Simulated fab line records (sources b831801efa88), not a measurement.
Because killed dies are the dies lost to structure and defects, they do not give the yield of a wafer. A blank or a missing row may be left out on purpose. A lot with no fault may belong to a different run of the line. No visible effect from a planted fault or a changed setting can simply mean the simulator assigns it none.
Which tool was responsible? ; flow gf180mcu ; 14 lots with 42 wafers sampled at 3 steps, on a route of 602 steps

== WHAT THE GAUGES READ, wafer by wafer ==
GF_V2_RS_MEAS_24: measurement is done with a four-point probe.
lot;measured;on;V2_W_RS (ohm/sq)
L395;day 20 16:35;film metro-04;0.329 0.319 0.322
L398;day 21 13:35;film metro-02;0.334 0.320 0.321
L399;day 22 01:59;film metro-01;0.329 0.336 0.328
L401;day 22 19:10;film metro-02;0.331 0.322 0.329
L404;day 23 14:29;film metro-04;0.326 0.325 0.324
L405;day 23 22:57;film metro-01;0.333 0.319 0.330
L407;day 24 15:34;film metro-01;0.331 0.319 0.329
L411;day 25 20:50;film metro-04;0.321 0.333 0.322
L412;day 26 02:58;film metro-01;0.284 0.293 0.293
L413;day 26 08:15;film metro-04;0.313 0.315 0.315
L414;day 26 16:35;film metro-04;0.285 0.292 0.282
L415;day 27 00:09;film metro-01;0.319 0.323 0.317
L416;day 27 04:56;film metro-04;0.319 0.329 0.317
L418;day 27 20:46;film metro-04;0.313 0.313 0.312

GF_V2_THK_MEAS_25: measures by xrf.
lot;measured;on;V2_W_THK (nm)
L395;day 20 16:41;film metro-04;341 353 349
L398;day 21 13:41;film metro-02;333 343 343
L399;day 22 02:07;film metro-01;349 341 351
L401;day 22 19:17;film metro-02;332 342 336
L404;day 23 14:36;film metro-04;345 346 342
L405;day 23 23:04;film metro-01;340 354 343
L407;day 24 15:39;film metro-01;348 360 350
L411;day 25 20:56;film metro-04;349 335 348
L412;day 26 03:05;film metro-01;407 395 393
L413;day 26 08:22;film metro-04;355 357 356
L414;day 26 16:42;film metro-04;392 384 396
L415;day 27 00:16;film metro-01;359 354 361
L416;day 27 05:01;film metro-04;349 341 349
L418;day 27 20:53;film metro-04;355 356 356

== WHAT TOOL EACH LOT RAN ON (gives the tool, then ch and the chambers of the sampled wafers, and finally the start) ==
lot;GF_V2_CVD_23
L395;cvd w-01 ch 0,1, day 20 16:29
L398;cvd w-01 ch 0,1, day 21 13:29
L399;cvd w-01 ch 0,1, day 22 01:53
L401;cvd w-01 ch 0,1, day 22 19:03
L404;cvd w-02 ch 1, day 23 14:16
L405;cvd w-01 ch 0,1, day 23 22:49
L407;cvd w-01 ch 0,1, day 24 15:25
L411;cvd w-02 ch 0,1, day 25 20:42
L412;cvd w-01 ch 0,1, day 26 02:51
L413;cvd w-02 ch 0, day 26 08:08
L414;cvd w-01 ch 0,1, day 26 16:28
L415;cvd w-02 ch 0, day 27 00:01
L416;cvd w-02 ch 0,1, day 27 04:47
L418;cvd w-02 ch 0, day 27 20:33
- GF_V2_CVD_23: deposits W, target thk 350 nm, time 104.94 s.

== WHAT THE TOOLS THEMSELVES READ (means of the sampled wafers that have a number; where no wafer has one, the mark that the record gives instead) ==
GF_V2_CVD_23.
lot;tool;chamber pressure Torr (Torr);heater power w (W)
L395;cvd w-01;39.96;926
L398;cvd w-01;39.94;933
L399;cvd w-01;40.01;933
L401;cvd w-01;39.96;839
L404;cvd w-02;40.11;882
L405;cvd w-01;39.84;875
L407;cvd w-01;40.13;866
L411;cvd w-02;40.05;873
L412;cvd w-01;51.73;859
L413;cvd w-02;40.04;883
L414;cvd w-01;51.66;943
L415;cvd w-02;39.97;882
L416;cvd w-02;40.07;874
L418;cvd w-02;40.02;872

== THE ANSWER, worked out from the rows above alone ==
Rule: the lots themselves supply what counts as usual. The widest of any qualifying gaps counts: lots, ordered by their means at a reading, are off when they make up no more than a third of the lots, leave a main group of 4 or more, and stand apart from it by 3 or more times the standard deviation of that group's means. The tables above print the reading to a certain number of digits; a main group whose means all agree to those digits is not used. A lot without any number at a reading at which 4 lots or more have one is off too. Where the step has rows for the other lots, those lots are counted as sound. The gauges are gone through in route order, then the tools' own readings, and for those a lot's mean is taken as printed above. The first step at which some lot is off is used, and at that step the reading that is off furthest; a lot without a number counts as furthest.
Off: L412, L414, at GF_V2_RS_MEAS_24 (V2_W_RS). The main group has a mean of 0.323 ohm/sq with a standard deviation of 0.0052.
If a tool, at a process step before that reading, ran all the lots that are off and no sound lot after the first of them, it fits. The gauges at GF_V2_RS_MEAS_24 aren't tried: what is off there is off at GF_V2_CVD_23 too, on other tools, and a gauge's error can't cause that. One candidate fits, namely cvd w-01 at GF_V2_CVD_23. A fault onset in the window from L407 (day 24 15:25, its last sound lot) to L412 (day 26 02:51, its first lot off) fits.
The tool's own readings at GF_V2_CVD_23 bear it out: on the lots that are off they differ by more than 5 times the standard deviation of the sound lots' means. chamber pressure Torr reads 51.69 Torr there against 40.01 Torr on the sound lots.

== WHAT THE SIMULATOR HAD INSERTED ==
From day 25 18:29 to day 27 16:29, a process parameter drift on cvd w-01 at GF_V2_CVD_23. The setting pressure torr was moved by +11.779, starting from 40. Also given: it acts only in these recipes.
Shown lots that were struck: L412, L414. The same result came from the rule above.
